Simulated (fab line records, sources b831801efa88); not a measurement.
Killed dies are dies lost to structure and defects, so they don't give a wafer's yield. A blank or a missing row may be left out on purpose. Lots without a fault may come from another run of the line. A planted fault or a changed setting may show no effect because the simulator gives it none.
Tool commonality check | flow sky130 | 13 lots, 39 wafers sampled

WHY IT WAS OPENED
At SKY_VT_ADJUST_HVTP_TW_MEAS_11 the reading VT_ADJUST_HVTP_TW is flagged on 1 of 13 lots. Wafers without a fault read 1354, standard deviation 8.7.
Rule: a lot is flagged when every wafer of it that has a number lies more than 4 standard deviations from that mean, or none has a number. The other lots count as sound.

lot  | measured     | on            | VT_ADJUST_HVTP_TW, wafer by wafer | flag
L646 | day 5 22:11  | film_metro-02 | 1362 1360 1362                    |
L647 | day 6 12:58  | film_metro-04 | 1349 1350 1349                    |
L648 | day 6 15:00  | film_metro-04 | 1354 1350 1344                    |
L650 | day 7 01:51  | film_metro-01 | 1353 1354 1351                    |
L651 | day 7 19:07  | film_metro-02 | 1370 1364 1370                    |
L653 | day 8 02:08  | film_metro-01 | 1355 1356 1343                    |
L655 | day 8 13:58  | film_metro-04 | 1351 1352 1350                    |
L656 | day 8 17:29  | film_metro-02 | 1360 1370 1359                    |
L657 | day 9 04:14  | film_metro-01 | 1366 1360 1362                    |
L659 | day 9 12:19  | film_metro-04 | 1349 1342 1345                    |
L660 | day 9 16:30  | film_metro-04 | 1344 1346 1340                    |
L662 | day 10 06:03 | film_metro-04 | 1351 1355 1355                    |
L665 | day 11 03:43 | film_metro-02 | 30 30 30                          | FLAGGED
The numbers of the flagged lots are 30 on average: -1324 against the usual, or -99 or more standard deviations.

WHICH TOOL RAN EACH LOT
The record holds 2 process steps before the reading, out of a route of 708 steps. In each cell: the tool, then ch and the chambers that the sampled wafers went through, then the start.
lot  | flag    | SKY_NWELL_STRIP_25                  | SKY_VT_ADJUST_HVTP_STRIP_10
L646 |         | plasma_asher-04 ch 0,1, day 5 02:54 | plasma_asher-03 ch 0,1, day 5 22:04
L647 |         | plasma_asher-02 ch 0,1, day 5 17:07 | plasma_asher-03 ch 0,1, day 6 12:53
L648 |         | plasma_asher-01 ch 1, day 5 19:22   | plasma_asher-01 ch 0,1, day 6 14:53
L650 |         | plasma_asher-01 ch 1, day 6 06:09   | plasma_asher-01 ch 0,1, day 7 01:44
L651 |         | plasma_asher-04 ch 0,1, day 6 22:42 | plasma_asher-01 ch 0,1, day 7 19:01
L653 |         | plasma_asher-04 ch 0,1, day 7 06:00 | plasma_asher-03 ch 0,1, day 8 02:02
L655 |         | plasma_asher-02 ch 0,1, day 7 16:55 | plasma_asher-04 ch 0,1, day 8 13:53
L656 |         | plasma_asher-02 ch 0,1, day 7 20:08 | plasma_asher-04 ch 0,1, day 8 17:24
L657 |         | plasma_asher-02 ch 0,1, day 8 06:46 | plasma_asher-04 ch 0,1, day 9 04:07
L659 |         | plasma_asher-02 ch 1, day 8 14:43   | plasma_asher-04 ch 1, day 9 12:13
L660 |         | plasma_asher-02 ch 0,1, day 8 18:49 | plasma_asher-01 ch 0,1, day 9 16:24
L662 |         | plasma_asher-01 ch 0,1, day 9 07:36 | plasma_asher-03 ch 0,1, day 10 05:56
L665 | FLAGGED | plasma_asher-01 ch 1, day 10 03:33  | plasma_asher-03 ch 0,1, day 11 03:34
What these steps do:
- SKY_NWELL_STRIP_25: strips in O2/N2.
- SKY_VT_ADJUST_HVTP_STRIP_10: strips in O2/N2.
- SKY_VT_ADJUST_HVTP_TW_MEAS_11

FLAGGED OVER TOTAL, TOOL BY TOOL (the gauges that took the reading come last)
step                          | tool            | lots run | flagged | share of the flagged lots | sound lots run after its first flagged lot
SKY_NWELL_STRIP_25            | plasma_asher-01 | 4        | 1       | all                       | 0
SKY_NWELL_STRIP_25            | plasma_asher-02 | 6        | 0       | none                      | -
SKY_NWELL_STRIP_25            | plasma_asher-04 | 3        | 0       | none                      | -
SKY_VT_ADJUST_HVTP_STRIP_10   | plasma_asher-01 | 4        | 0       | none                      | -
SKY_VT_ADJUST_HVTP_STRIP_10   | plasma_asher-03 | 5        | 1       | all                       | 0
SKY_VT_ADJUST_HVTP_STRIP_10   | plasma_asher-04 | 4        | 0       | none                      | -
SKY_VT_ADJUST_HVTP_TW_MEAS_11 | film_metro-01   | 3        | 0       | none                      | -
SKY_VT_ADJUST_HVTP_TW_MEAS_11 | film_metro-02   | 4        | 1       | all                       | 0
SKY_VT_ADJUST_HVTP_TW_MEAS_11 | film_metro-04   | 6        | 0       | none                      | -

WHAT THE TABLE ALLOWS
3 rows of the table ran every flagged lot: plasma_asher-01 at SKY_NWELL_STRIP_25, plasma_asher-03 at SKY_VT_ADJUST_HVTP_STRIP_10, film_metro-02 at SKY_VT_ADJUST_HVTP_TW_MEAS_11.
- plasma_asher-01 at SKY_NWELL_STRIP_25: 1 of its 4 lots flagged. Its last sound lot is L662 (day 9 07:36), its first flagged lot L665 (day 10 03:33): a fault that began between those two fits. Its own readings lie more than 4 standard deviations out on every wafer of the flagged lots: oes_product_au.
- plasma_asher-03 at SKY_VT_ADJUST_HVTP_STRIP_10: 1 of its 5 lots flagged. Its last sound lot is L662 (day 10 05:56), its first flagged lot L665 (day 11 03:34): a fault that began between those two fits. Its own readings lie more than 4 standard deviations out on every wafer of the flagged lots: strip_time_to_endpoint_s.
- film_metro-02 at SKY_VT_ADJUST_HVTP_TW_MEAS_11: 1 of its 4 lots flagged. Its last sound lot is L656 (day 8 17:29), its first flagged lot L665 (day 11 03:43): a fault that began between those two fits.
Counting lots can't tell these 3 tools apart, because each fits a fault that began at some hour. More lots, or a look at what each step does to the wafer, might.

WHAT THE SIMULATOR HAD PUT IN
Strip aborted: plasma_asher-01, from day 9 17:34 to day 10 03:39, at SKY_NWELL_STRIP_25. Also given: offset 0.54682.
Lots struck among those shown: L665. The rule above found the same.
